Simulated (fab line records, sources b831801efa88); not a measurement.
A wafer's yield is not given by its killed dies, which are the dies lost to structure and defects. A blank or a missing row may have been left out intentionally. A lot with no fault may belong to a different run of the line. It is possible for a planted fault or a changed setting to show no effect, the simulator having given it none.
Which of the tools did it? + flow sky130 + Sampling: 12 lots, 36 wafers, 3 of 708 route steps

## WHAT EACH GAUGE READ, for each wafer
SKY_SD_N_OVL_MEAS_08. Usual: SD_N_OVL typically reads 0.3 nm, with standard deviation 1.7.
| lot  | measured     | on         | SD_N_OVL (nm)  | flag |
|------|--------------|------------|----------------|------|
| L531 | day 28 09:40 | overlay-02 | 1.4 0.5 -0.6   |      |
| L530 | day 28 12:28 | overlay-02 | -2.8 -0.6 -1.6 |      |
| L535 | day 29 14:40 | overlay-02 | 0.9 -1.2 0.0   |      |
| L537 | day 31 00:24 | overlay-01 | 0.8 2.1 0.5    |      |
| L536 | day 31 01:01 | overlay-01 | 1.6 0.7 1.9    |      |
| L541 | day 32 00:22 | overlay-02 | 1.5 2.7 2.5    |      |
| L546 | day 33 16:21 | overlay-01 | 3.2 2.3 3.1    |      |
| L548 | day 34 01:29 | overlay-02 | 0.1 0.4 -0.2   |      |
| L549 | day 34 05:13 | overlay-02 | 0.3 0.3 -0.8   |      |
| L550 | day 34 14:12 | overlay-01 | -0.6 -1.8 -1.2 |      |
| L551 | day 34 23:27 | overlay-02 | -0.6 -1.1 -1.0 |      |
| L553 | day 35 06:03 | overlay-01 | -0.2 -1.3 -0.4 |      |

SKY_LI_CONTACT_THK_MEAS_01. Usual: LI_CONTACT_HDPCVD_THK typically reads 925 nm, with standard deviation 10.
| lot  | measured     | on            | LI_CONTACT_HDPCVD_THK (nm) | flag |
|------|--------------|---------------|----------------------------|------|
| L531 | day 28 11:01 | film_metro-02 | 928 939 939                |      |
| L530 | day 28 13:40 | film_metro-01 | 926 928 920                |      |
| L535 | day 29 15:52 | film_metro-02 | 931 933 937                |      |
| L537 | day 31 01:36 | film_metro-04 | 919 912 925                |      |
| L536 | day 31 02:13 | film_metro-04 | 923 1821 1812              | OFF  |
| L541 | day 32 01:34 | film_metro-01 | 923 1806 921               | OFF  |
| L546 | day 33 17:34 | film_metro-01 | 903 923 916                |      |
| L548 | day 34 02:41 | film_metro-04 | 934 912 927                |      |
| L549 | day 34 06:26 | film_metro-01 | 934 915 937                |      |
| L550 | day 34 15:24 | film_metro-04 | 916 928 933                |      |
| L551 | day 35 00:40 | film_metro-04 | 934 914 908                |      |
| L553 | day 35 07:18 | film_metro-02 | 952 940 939                |      |

## EACH LOT AND THE TOOL THAT RAN IT (in order: tool; ch and the chambers of the sampled wafers; start)
| lot  | SKY_LI_CONTACT_HDPCVD_00         |
|------|----------------------------------|
| L531 | hdpcvd-02 ch 1,2, day 28 10:55   |
| L530 | hdpcvd-02 ch 1,2, day 28 13:34   |
| L535 | hdpcvd-01 ch 0,1,2, day 29 15:46 |
| L537 | hdpcvd-02 ch 0,1, day 31 01:29   |
| L536 | hdpcvd-01 ch 0,1,2, day 31 02:07 |
| L541 | hdpcvd-01 ch 1,2, day 32 01:28   |
| L546 | hdpcvd-02 ch 0,1,2, day 33 17:26 |
| L548 | hdpcvd-02 ch 0,2, day 34 02:34   |
| L549 | hdpcvd-02 ch 0,1,2, day 34 06:19 |
| L550 | hdpcvd-01 ch 0,2, day 34 15:18   |
| L551 | hdpcvd-02 ch 0,1, day 35 00:32   |
| L553 | hdpcvd-01 ch 1, day 35 07:08     |
- SKY_LI_CONTACT_HDPCVD_00: deposits PSG, target thk 930 nm, time 155 s.

## AS READ BY THE TOOLS THEMSELVES (means over the sampled wafers that have a number; for cases with no such wafer, the mark the record gives instead)
SKY_LI_CONTACT_HDPCVD_00. Usual: pressure_mtorr at 6.001 mTorr, with a standard deviation of 0.01.
| lot  | tool      | pressure_mtorr (mTorr) | flag |
|------|-----------|------------------------|------|
| L531 | hdpcvd-02 | 5.996                  |      |
| L530 | hdpcvd-02 | 6.002                  |      |
| L535 | hdpcvd-01 | 5.995                  |      |
| L537 | hdpcvd-02 | 5.998                  |      |
| L536 | hdpcvd-01 | 6.011                  |      |
| L541 | hdpcvd-01 | 5.996                  |      |
| L546 | hdpcvd-02 | 6.010                  |      |
| L548 | hdpcvd-02 | 6.005                  |      |
| L549 | hdpcvd-02 | 5.992                  |      |
| L550 | hdpcvd-01 | 5.998                  |      |
| L551 | hdpcvd-02 | 5.990                  |      |
| L553 | hdpcvd-01 | 5.993                  |      |

## THE ANSWER, worked out from the rows above alone
Rule: a lot is off if the mean of its wafers that have a number lies more than 3 standard deviations from the usual mean. Also off: a lot with no number at a reading for which 4 or more lots have one. Where the step has rows for the other lots, those lots are counted as sound. After the gauges, taken in route order, come the tools' own readings; for these a lot's mean is taken, as printed above. At the first step where some lot is off, the reading lying furthest off is the one used; lots without a number count as furthest.
Off: L536, L541, seen at SKY_LI_CONTACT_THK_MEAS_01 (LI_CONTACT_HDPCVD_THK).
A tool fits if, at a process step before that reading, it ran every lot that is off, and no sound lot after the first of them. Gauges at SKY_LI_CONTACT_THK_MEAS_01: tried the same way as those tools. No candidate that was tried fits.

## WHAT THE SIMULATOR HAD PUT IN
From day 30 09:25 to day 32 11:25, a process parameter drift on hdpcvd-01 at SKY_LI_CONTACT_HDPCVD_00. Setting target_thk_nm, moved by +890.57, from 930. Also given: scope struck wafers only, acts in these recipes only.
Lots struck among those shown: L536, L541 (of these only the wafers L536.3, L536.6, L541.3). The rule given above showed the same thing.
